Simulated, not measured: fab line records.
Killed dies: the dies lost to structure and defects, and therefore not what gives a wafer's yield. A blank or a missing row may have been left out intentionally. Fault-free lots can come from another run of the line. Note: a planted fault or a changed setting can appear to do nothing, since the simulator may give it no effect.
fab line records -- flow sfq_line
record: lots: 6, wafers: 18, last_day: 89
route steps=325 shown I5@235 C5@240
lots that met no fault: taken from a fault-free run of the same line
start_h: the number of hours between the record's first day and the start of the first shown wafer of the lot -- wait_h: time in hours since the lot's previous step -- " identical to the entry in the row above -- L1.1+2: one row covering several wafers at once -- - no value, or no start given -- * or withheld: withheld -- < > ~ a bound
route shown NAME@n: a module of which the file shows steps, and the number in the route of the first -- usual: average and standard deviation across the fault-free wafers -- same: alike in all rows -- chamber/n: place in a boat -- sites: readings site by site -- _std_site: the standard deviation of these -- _edge_site: mean of outer sites minus mean of inner sites -- radius_mm: for every site, how far away it sits from the centre of the wafer -- mask NAME#n: copy n -- behind: tool/chamber where the wafer was last shaped -- hold: cause of the lot's hold/its duration in hours/its outcome -- device: whichever transistor did not switch (one of n, p or np) -- end of line: tests of these same wafers at the route's end -- a step given without rows: its recipe and nothing more -- killed: dies lost to structure and defects at the first sort, not the wafer's yield -- map: a wafer's dies, marking killed ones x, the rest . and places with no die _
set.NAME: the run value of the setting; set.NAME@STEP: its run value at that earlier step -- model.NAME: the simulator's own value behind a step, which no gauge read
certain route steps with their lots: each step a table, each wafer a row
services: the hour from which a tool's chamber was out of use, counted from the record's first day as start_h (under 0 if before that day), plus the number of hours and why
== steps ==
step: SFQ_I5_OVL_MEAS_936
usual: I5_OVL: -1/5.2
lot.wafer,tool,chamber,start_h,wait_h,I5_OVL[nm]
L589.2,overlay-01,-,1530.88,0.1,-2
L589.5,overlay-01,-,1530.88,0.1,-6
L589.6,overlay-01,-,1530.88,0.1,-5
L592.3,overlay-01,-,1621.16,0.1,7
L592.5,overlay-01,-,1621.16,0.1,5
L592.6,overlay-01,-,1621.16,0.1,2
L595.3,overlay-01,-,1630.76,0.1,-3
L595.4,overlay-01,-,1630.76,0.1,-11
L595.6,overlay-01,-,1630.76,0.1,-6
L603.2,overlay-01,-,1792.67,0.1,4
L603.5,overlay-01,-,1792.67,0.1,-1
L603.6,overlay-01,-,1792.67,0.1,0
L606.3,overlay-01,-,1887.21,0.1,0
L606.4,overlay-01,-,1887.21,0.1,3
L606.5,overlay-01,-,1887.21,0.1,0
L610.1,overlay-02,-,1956.87,0.1,3
L610.3,overlay-02,-,1956.87,0.1,0
L610.5,overlay-02,-,1956.87,0.1,-1
step: SFQ_TRILAYER_I5_BARC_OPEN_VIA_ETCH_200
recipe: mask_material: PR, chemistry: O2, target_depth_nm: 125, target: BARC, source_w: 500, bias_w: 80, pressure_mtorr: 30, time_s: 41.7
usual: bias_w: 80.02/0.25, drypump_motor_current_A: 6.0/0.38, oes_product_au: 0.685/0.0051
lot.wafer,tool,chamber,start_h,wait_h,bias_w,drypump_motor_current_A,oes_product_au,rf_hours_counter_h
L589.2,rie_diel-03,2,1530.91,0.0,80.10,6.3,0.683,16
L589.5,rie_diel-03,1,1530.91,0.0,80.61,6.2,0.682,-
L589.6,rie_diel-03,2,1530.91,0.0,80.28,6.4,0.692,-
L592.3,rie_diel-01,2,1621.19,0.0,79.47,6.0,0.678,19
L592.5,rie_diel-01,3,1621.19,0.0,80.12,5.6,0.686,-
L592.6,rie_diel-01,2,1621.19,0.0,79.74,6.0,0.680,-
L595.3,rie_diel-02,2,1630.79,0.0,79.90,6.4,0.681,16
L595.4,rie_diel-02,1,1630.79,0.0,79.82,5.0,0.688,22
L595.6,rie_diel-02,3,1630.79,0.0,80.37,6.3,0.684,-
L603.2,rie_diel-03,1,1792.70,0.0,79.64,6.2,0.684,3
L603.5,rie_diel-03,2,1792.70,0.0,79.90,6.4,0.683,-
L603.6,rie_diel-03,1,1792.70,0.0,79.64,6.2,0.696,-
L606.3,rie_diel-02,2,1887.23,0.0,80.00,6.4,0.689,20
L606.4,rie_diel-02,3,1887.23,0.0,79.85,6.3,0.684,20
L606.5,rie_diel-02,0,1887.23,0.0,80.47,6.1,0.679,-
L610.1,rie_diel-03,2,1956.91,0.0,79.91,6.3,0.679,0
L610.3,rie_diel-03,0,1956.91,0.0,80.00,5.7,0.682,7
L610.5,rie_diel-03,3,1956.91,0.0,80.21,6.2,0.690,-
step: SFQ_TRILAYER_I5_ETCH_VIA_ETCH_147
recipe: stop_on: Nb, mask_material: PR, chemistry: CHF3, target_depth_nm: 360, source_w: 500, bias_w: 80, pressure_mtorr: 30, time_s: withheld
usual: bias_w: 80.01/0.24, drypump_motor_current_A: 6.0/0.37, oes_product_au: 0.987/0.007
lot.wafer,tool,chamber,start_h,wait_h,bias_w,drypump_motor_current_A,oes_product_au
L589.2,rie_diel-03,2,1530.95,0.0,80.47,6.3,0.975
L589.5,rie_diel-03,1,1530.95,0.0,80.11,6.2,0.976
L589.6,rie_diel-03,2,1530.95,0.0,79.99,6.3,0.989
L592.3,rie_diel-01,2,1621.23,0.0,79.89,6.0,0.992
L592.5,rie_diel-01,3,1621.23,0.0,80.42,5.6,0.992
L592.6,rie_diel-01,2,1621.23,0.0,79.96,6.0,0.994
L595.3,rie_diel-02,2,1630.83,0.0,80.17,6.4,0.976
L595.4,rie_diel-02,1,1630.83,0.0,80.11,5.0,0.987
L595.6,rie_diel-02,3,1630.83,0.0,80.06,6.3,0.988
L603.2,rie_diel-03,1,1792.74,0.0,80.07,6.2,0.990
L603.5,rie_diel-03,2,1792.74,0.0,80.25,6.3,0.977
L603.6,rie_diel-03,1,1792.74,0.0,80.32,6.2,0.990
L606.3,rie_diel-02,2,1887.27,0.0,79.83,6.4,0.988
L606.4,rie_diel-02,3,1887.27,0.0,79.95,6.3,0.982
L606.5,rie_diel-02,0,1887.27,0.0,80.18,6.0,0.987
L610.1,rie_diel-03,2,1956.95,0.0,80.05,6.4,0.987
L610.3,rie_diel-03,0,1956.95,0.0,79.86,5.7,0.982
L610.5,rie_diel-03,3,1956.95,0.0,80.04,6.2,0.974
step: SFQ_TRILAYER_I5_STRIP_STRIP_148
recipe: gas: O2, power_w: 200, platen_temp_c: 40, overash_fraction: 0.65, chemistry: O2, pressure_mtorr: 50
usual: drypump_motor_current_A: 6.03/0.19, oes_product_au: 1.004/0.0069
lot.wafer,tool,chamber,start_h,wait_h,drypump_motor_current_A,oes_product_au,rf_hours_counter_h
L589.2,rie_metal-03,0,1531.10,-,5.98,1.013,100
L589.5,rie_metal-03,0,1531.10,-,5.99,1.013,-
L589.6,rie_metal-03,1,1531.10,-,6.38,1.019,-
L592.3,rie_metal-03,0,1621.58,-,5.96,1.005,-
L592.5,rie_metal-03,0,1621.58,-,5.96,1.006,-
L592.6,rie_metal-03,1,1621.58,-,6.37,1.007,-
L595.3,rie_metal-04,0,1631.38,-,5.77,0.997,-
L595.4,rie_metal-04,0,1631.38,-,5.79,0.997,-
L595.6,rie_metal-04,0,1631.38,-,5.80,1.006,-
L603.2,rie_metal-01,1,1792.89,-,6.02,1.009,6
L603.5,rie_metal-01,0,1792.89,-,6.08,1.004,-
L603.6,rie_metal-01,1,1792.89,-,5.99,1.015,-
L606.3,rie_metal-04,0,1887.62,-,5.81,0.998,-
L606.4,rie_metal-04,1,1887.62,-,6.01,1.007,-
L606.5,rie_metal-04,1,1887.62,-,6.01,1.009,-
L610.1,rie_metal-03,0,1957.10,-,5.97,1.005,10
L610.3,rie_metal-03,1,1957.10,-,6.39,0.995,-
L610.5,rie_metal-03,0,1957.10,-,5.98,1.005,-
step: SFQ_TRILAYER_I5_STRIP_SOLV_CLEAN_149
recipe: chemistry: NMP, temp_c: 70, time_s: 600
step: SFQ_TRILAYER_C5_LITHO_COAT_156
recipe: resist: BARC, spin_rpm: 3000, resist_thk_nm: 62
step: SFQ_TRILAYER_C5_LITHO_COAT_151
recipe: resist: KrF, spin_rpm: 3000, resist_thk_nm: 650
step: SFQ_TRILAYER_C5_LITHO_SOFTBAKE_155
recipe: temp_c: withheld, time_s: withheld, resist: KrF
step: SFQ_TRILAYER_C5_LITHO_EXPOSE_152
recipe: mask_id: C5, na: 0.6, source_shape: conventional, sigma_outer: 0.65, target_cd_nm: 500, dose_mj: 21.3
step: SFQ_TRILAYER_C5_LITHO_PEB_154
recipe: peb_temp_c: 115, peb_time_s: 60, resist: KrF
step: SFQ_TRILAYER_C5_LITHO_DEVELOP_153
recipe: time_s: 60, resist: KrF
step: SFQ_C5_OVL_MEAS_937
usual: C5_OVL: 2/4.4
lot.wafer,tool,chamber,start_h,wait_h,C5_OVL[nm]
L589.2,overlay-02,-,1629.56,0.1,-2
L589.5,overlay-02,-,1629.56,0.1,2
L589.6,overlay-02,-,1629.56,0.1,3
L592.3,overlay-02,-,1709.93,0.1,-3
L592.5,overlay-02,-,1709.93,0.1,3
L592.6,overlay-02,-,1709.93,0.1,2
L595.3,overlay-02,-,1717.13,0.1,-1
L595.4,overlay-02,-,1717.13,0.1,-3
L595.6,overlay-02,-,1717.13,0.1,-6
L603.2,overlay-01,-,1857.65,0.1,1
L603.5,overlay-01,-,1857.65,0.1,2
L603.6,overlay-01,-,1857.65,0.1,-3
L606.3,overlay-01,-,1905.79,0.1,7
L606.4,overlay-01,-,1905.79,0.1,6
L606.5,overlay-01,-,1905.79,0.1,7
L610.1,overlay-02,-,2030.94,0.1,3
L610.3,overlay-02,-,2030.94,0.1,2
L610.5,overlay-02,-,2030.94,0.1,7
step: SFQ_TRILAYER_C5_BARC_OPEN_VIA_ETCH_210
recipe: mask_material: PR, chemistry: O2, target_depth_nm: 125, target: BARC, source_w: 500, bias_w: 80, pressure_mtorr: 30, time_s: 41.7
usual: bias_w: 80.01/0.23, drypump_motor_current_A: 6.0/0.42, oes_product_au: 0.685/0.0041
lot.wafer,tool,chamber,start_h,wait_h,bias_w,drypump_motor_current_A,oes_product_au,rf_hours_counter_h
L589.2,rie_diel-03,2,1629.59,0.0,79.60,6.4,0.686,18
L589.5,rie_diel-03,0,1629.59,0.0,79.86,5.7,0.682,-
L589.6,rie_diel-03,3,1629.59,0.0,80.51,6.3,0.683,-
L592.3,rie_diel-03,3,1709.95,0.0,79.82,6.3,0.688,19
L592.5,rie_diel-03,0,1709.95,0.0,80.21,5.8,0.686,-
L592.6,rie_diel-03,1,1709.95,0.0,68.78,6.2,0.692,-
L595.3,rie_diel-03,0,1717.15,0.0,79.90,5.7,0.687,6
L595.4,rie_diel-03,1,1717.15,0.0,68.10,6.1,0.684,2
L595.6,rie_diel-03,2,1717.15,0.0,79.95,6.4,0.682,-
L603.2,rie_diel-04,3,1857.68,0.0,80.09,5.8,0.686,19
L603.5,rie_diel-04,2,1857.68,0.0,80.40,5.6,0.684,-
L603.6,rie_diel-04,3,1857.68,0.0,79.64,5.8,0.687,-
L606.3,rie_diel-03,0,1905.82,0.0,80.27,5.7,0.683,7
L606.4,rie_diel-03,2,1905.82,0.0,80.15,6.3,0.673,0
L606.5,rie_diel-03,1,1905.82,0.0,79.73,6.2,0.675,-
L610.1,rie_diel-04,0,2030.98,0.0,79.95,5.1,0.684,2
L610.3,rie_diel-04,3,2030.98,0.0,79.96,5.9,0.684,0
L610.5,rie_diel-04,1,2030.98,0.0,79.90,6.7,0.682,-
step: SFQ_TRILAYER_C5_ETCH_VIA_ETCH_154
recipe: target: SiO2, mask_material: PR, chemistry: CHF3, target_depth_nm: 84, source_w: 500, bias_w: 80, pressure_mtorr: 30, time_s: withheld, stop_on: Nb
usual: bias_w: 79.98/0.21, drypump_motor_current_A: 6.0/0.42, oes_product_au: 0.891/0.0086
lot.wafer,tool,chamber,start_h,wait_h,bias_w,drypump_motor_current_A,oes_product_au
L589.2,rie_diel-03,2,1629.63,0.0,80.35,6.3,0.882
L589.5,rie_diel-03,0,1629.63,0.0,79.90,5.7,0.900
L589.6,rie_diel-03,3,1629.63,0.0,79.73,6.2,0.891
L592.3,rie_diel-03,3,1709.99,0.0,79.81,6.3,0.882
L592.5,rie_diel-03,0,1709.99,0.0,80.22,5.7,0.895
L592.6,rie_diel-03,1,1709.99,0.0,80.09,6.2,0.888
L595.3,rie_diel-03,0,1717.19,0.0,79.88,5.7,0.883
L595.4,rie_diel-03,1,1717.19,0.0,80.32,6.2,0.893
L595.6,rie_diel-03,2,1717.19,0.0,79.95,6.4,0.884
L603.2,rie_diel-04,3,1857.72,0.0,80.46,5.9,0.899
L603.5,rie_diel-04,2,1857.72,0.0,79.80,5.6,0.900
L603.6,rie_diel-04,3,1857.72,0.0,80.51,5.9,0.891
L606.3,rie_diel-03,0,1905.86,0.0,80.04,5.7,0.892
L606.4,rie_diel-03,2,1905.86,0.0,79.78,6.3,0.881
L606.5,rie_diel-03,1,1905.86,0.0,80.14,6.2,0.907
L610.1,rie_diel-04,0,2031.02,0.0,79.83,5.0,0.882
L610.3,rie_diel-04,3,2031.02,0.0,80.03,5.9,0.888
L610.5,rie_diel-04,1,2031.02,0.0,79.60,6.7,0.878
== services ==
tool,chamber,start_h,hours,kind
rie_diel-02,2,1512.45,1.7,repair
rie_diel-02,1,1521.05,23.7,repair
rie_diel-04,3,1566.31,9.0,repair
rie_diel-02,2,1584.18,8.3,repair
rie_diel-02,3,1584.28,3.2,repair
rie_diel-02,3,1639.41,3.1,repair
rie_diel-04,-,1664.37,0.3,repair
rie_diel-04,0,1670.73,5.5,repair
rie_diel-02,0,1711.31,38.1,repair
rie_diel-03,-,1733.22,1.0,repair
rie_diel-03,2,1753.67,2.3,repair
rie_diel-02,2,1754.04,10.1,repair
rie_diel-02,2,1775.44,13.8,repair
rie_diel-04,1,1786.20,3.1,repair
rie_metal-03,-,1825.23,2.8,pm
rie_diel-03,2,1855.38,5.8,repair
rie_diel-03,1,1857.96,11.0,repair
rie_diel-04,-,1861.30,14.6,pm
rie_diel-02,-,1880.47,0.4,repair
rie_diel-03,3,1901.39,1.2,repair
rie_diel-03,-,1917.70,2.8,pm
rie_diel-03,1,1929.09,2.8,repair
rie_diel-04,-,1936.28,4.0,pm
rie_diel-02,-,2007.18,2.8,pm
== key ==
first_sign: step: SFQ_TRILAYER_C5_BARC_OPEN_VIA_ETCH_210, reading: bias_w, direction: down, sigmas: 50, usual: 80.01, struck: 68.44
effect none on later readings
met_at SFQ_TRILAYER_C5_BARC_OPEN_VIA_ETCH_210
struck_wafers L592.6,L595.4
fault: kind: process_parameter_drift, tool: rie_diel-03, chamber: 1, onset_h: 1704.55, steps: SFQ_TRILAYER_C5_BARC_OPEN_VIA_ETCH_210, channel: bias_w, offset: -11.892, shape: step, end_h: 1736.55, acts_in: these_recipes_only, stated: 80
